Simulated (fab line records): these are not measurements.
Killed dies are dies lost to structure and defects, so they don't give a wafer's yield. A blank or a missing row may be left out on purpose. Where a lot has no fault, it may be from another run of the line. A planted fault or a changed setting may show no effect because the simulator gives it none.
What tool caused it? :: flow sky130 :: 6 lots (18 wafers sampled), 1 step of a 708-step route

WHAT THE GAUGES READ, wafer by wafer
SKY_SONOS_ONO_THK_MEAS_05.
lot: L420
measured: day 13 11:11
on: film metro-01
SONOS_ONO_CVD_04_THK (nm): 5.72 5.63 5.59

lot: L423
measured: day 14 16:59
on: film metro-02
SONOS_ONO_CVD_04_THK (nm): 5.47 5.62 5.60

lot: L426
measured: day 15 10:26
on: film metro-02
SONOS_ONO_CVD_04_THK (nm): 5.50 5.52 5.53

lot: L433
measured: day 17 06:57
on: film metro-01
SONOS_ONO_CVD_04_THK (nm): 5.61 5.79 5.61

lot: L436
measured: day 18 06:25
on: film metro-02
SONOS_ONO_CVD_04_THK (nm): 5.75 5.77 5.82

lot: L439
measured: day 18 21:15
on: film metro-02
SONOS_ONO_CVD_04_THK (nm): 5.65 5.63 5.60

EACH LOT AND THE TOOL THAT RAN IT (in order: tool; ch and the chambers of the sampled wafers; start)
There is no process step in the record ahead of these readings.

THE ANSWER, worked out from the rows above alone
Rule: what is usual is taken from the lots themselves. The widest of any qualifying gaps counts: lots, ordered by their means at a reading, are off when they make up no more than a third of the lots, leave a main group of 4 or more, and stand apart from it by 3 or more times the standard deviation of that group's means. Not used: any main group whose means are identical at the precision the tables above print for the reading. Also off: a lot with no number at a reading for which 4 or more lots have one. The other lots that the step has rows for count as sound.
No lot is off at any reading shown: from this, nothing can be told.

WHAT THE SIMULATOR HAD INSERTED
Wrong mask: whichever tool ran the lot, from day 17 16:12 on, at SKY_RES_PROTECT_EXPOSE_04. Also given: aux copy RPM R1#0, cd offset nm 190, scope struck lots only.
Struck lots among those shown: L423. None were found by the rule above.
